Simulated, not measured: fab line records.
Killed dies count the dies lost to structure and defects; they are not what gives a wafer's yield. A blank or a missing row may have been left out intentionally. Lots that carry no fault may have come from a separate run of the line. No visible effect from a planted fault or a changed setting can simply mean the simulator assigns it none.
The same fault as seen by 2 desks | flow sky130 | each desk holds nothing but its own numbers, with what lay behind them at the end

== FROM THE METROLOGY DESK ==
Means of the sampled wafers that have a number, per lot and without regard to the tool the lot ran on: this is what the gauges read. A lot is out of limits, marked OUT, if its mean lies more than 4 standard deviations from the usual mean; the brackets give that distance.
Columns: A = VT_ADJUST_PCH_TW at SKY_VT_ADJUST_PCH_TW_MEAS_10, usual 141.7; B = cd_nm at SKY_SONOS_ONO_CD_MEAS_13, usual 409.3 nm; C = GATE_OXIDE_TW at SKY_GATE_OXIDE_TW_MEAS_14, usual 220.7
lot  | first seen here | A     | B     | C
L536 | day 11 04:04    | 142.2 | 410.4 | 220.5
L538 | day 11 14:43    | 142.4 | 409.9 | 217.9
L540 | day 12 03:48    | 140.8 | 408.6 | 218.3
L542 | day 13 01:56    | 142.9 | 411.8 | 220.7
L543 | day 13 06:27    | 140.5 | 408.8 | 221.7
L546 | day 14 06:34    | 140.9 | 408.8 | 223.0
L547 | day 14 12:31    | 142.6 | 412.5 | 223.0
L553 | day 16 09:31    | 142.1 | 409.8 | 222.3
L554 | day 16 18:40    | 141.5 | 410.8 | 218.3
L555 | day 17 00:00    | 141.2 | 409.8 | 220.7
L556 | day 17 10:46    | 142.1 | 410.6 | 220.8
L557 | day 17 19:24    | 141.8 | 406.6 | 218.8
This desk found nothing out of limits on any of the 12 lots.

== THE TOOL OWNER'S DESK: implanter-03 ==
The tool's own readings at SKY_LDD_N_IMPLANT_10: means of the sampled wafers that have a number, for each lot that ran on this tool. A lot is out of limits, marked OUT, if its mean lies more than 4 standard deviations from the usual mean; the brackets give that distance.
Columns: A = dose_ions_cm2 at SKY_LDD_N_IMPLANT_10, usual 7.501e+13; B = faraday_current_uA at SKY_LDD_N_IMPLANT_10, usual 423
lot  | first seen here | A                           | B
L540 | day 19 18:39    | 7.502e+13                   | 426
L543 | day 21 06:51    | 4.953e+13 (-99 or more) OUT | 276 (-17) OUT
L547 | day 22 14:50    | 4.950e+13 (-99 or more) OUT | 277 (-17) OUT
L555 | day 25 04:28    | 7.496e+13                   | 428
L556 | day 25 13:35    | 7.495e+13                   | 425
L557 | day 25 23:58    | 7.509e+13                   | 415
This desk's finding: out of limits on L543, L547; first on L543, day 21 06:51 (dose_ions_cm2 at SKY_LDD_N_IMPLANT_10). In limits: L540, L555, L556, L557.

== ALL TOGETHER ==
The tool owner's desk had the chance to raise an alarm at day 21 06:51 on L543, L547.
Metrology desk: nothing out of limits seen.
The metrology desk holds a record of L543, L547, inside its limits.
All the named lots went through SKY_LDD_N_IMPLANT_10 on implanter-03.

== WHAT THE SIMULATOR HAD PUT IN ==
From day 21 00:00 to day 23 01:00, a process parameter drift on implanter-03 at SKY_LDD_N_IMPLANT_10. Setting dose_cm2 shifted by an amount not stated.
Shown lots that were struck: L543, L547.
Each desk's first reading out of limits, in hours after the fault started: the tool owner's desk, 7.
